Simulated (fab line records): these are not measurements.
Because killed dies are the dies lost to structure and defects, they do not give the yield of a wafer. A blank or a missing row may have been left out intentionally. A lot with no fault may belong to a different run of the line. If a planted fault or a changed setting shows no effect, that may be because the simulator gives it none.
Code-filled problem report in 8D (eight disciplines) form | flow gf180mcu | the parts of the form that need people (team, actions taken, sign-off) are left out

1. WHAT WENT WRONG
primeTempC at GF_V4_HMDS_07 reads a mean of 121.02 C on 6 wafers of 2 lots; wafers without a fault read 120.05 C with a standard deviation of 0.14. That puts it +6.9 standard deviations away from the usual mean.
The step: prime time 60 s.
First observed at day 28 17:20: wafer L764.1, on lithoTrack-04. The record has a number at this step for 42 wafers belonging to 14 lots. Rule for "out", or "out of limits": more than 4 standard deviations from the usual mean. The other wafers with a number count as sound.

2. WHAT IT IS, AND WHAT IT ISN'T
question                    | is                     | is not
which readings at this step | primeTempC             | -
which lots                  | L764, L767             | L752, L753, L754, L755, L757, L759, L761, L762, L770, L771, L773, L775
which wafers of those lots  | all that have a number | -
read on which tools         | lithoTrack-04          | lithoTrack-01, lithoTrack-02
when                        | from day 28 17:20      | up to then (24 sound wafers); but 12 sound wafers of L770, L771, L773, L775 came after

3. SUSPECTS, AND WHAT RULES EACH OUT
Counting: a tool at any process step up to the reading remains a suspect when it ran all the lots that are out and ran no sound lot after the first of those.
- lithoTrack-04 at GF_V4_HMDS_07 (prime time 60 s): kept. It processed each lot that is out, first L764 at day 28 17:20, and no sound lot thereafter; up to then, the last sound lot it processed was L761 at day 27 21:37. Out on those wafers are its own readings of primeTempC.
Remaining after the count: lithoTrack-04 at GF_V4_HMDS_07.

4. THE CAUSE (what the simulator had put in)
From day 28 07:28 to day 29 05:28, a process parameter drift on lithoTrack-04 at GF_V4_HMDS_07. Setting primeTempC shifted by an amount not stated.
After counting, this tool was the only one left.

5. THE CHAIN OF EFFECTS, in route order
Each row: a reading where the mean over the struck wafers with a number is more than 3 standard deviations away from the usual. Only readings for which the record gives a usual standard deviation are gone through. hours: the time from each lot's start at the first step in this table that gives one to its start at this step, as a median over the lots. sigmas: the change in usual standard deviations.
hours | step          | reading    | usual    | on struck wafers | change | sigmas
0     | GF_V4_HMDS_07 | primeTempC | 120.05 C | 121.02           | +0.97  | +6.9
Its process steps:
- GF_V4_HMDS_07: prime time 60 s.

6. WHAT WOULD HAVE CAUGHT IT SOONER
The fault began at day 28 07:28; the first out-of-limits reading in this record came at day 28 17:20, 10 hours later.
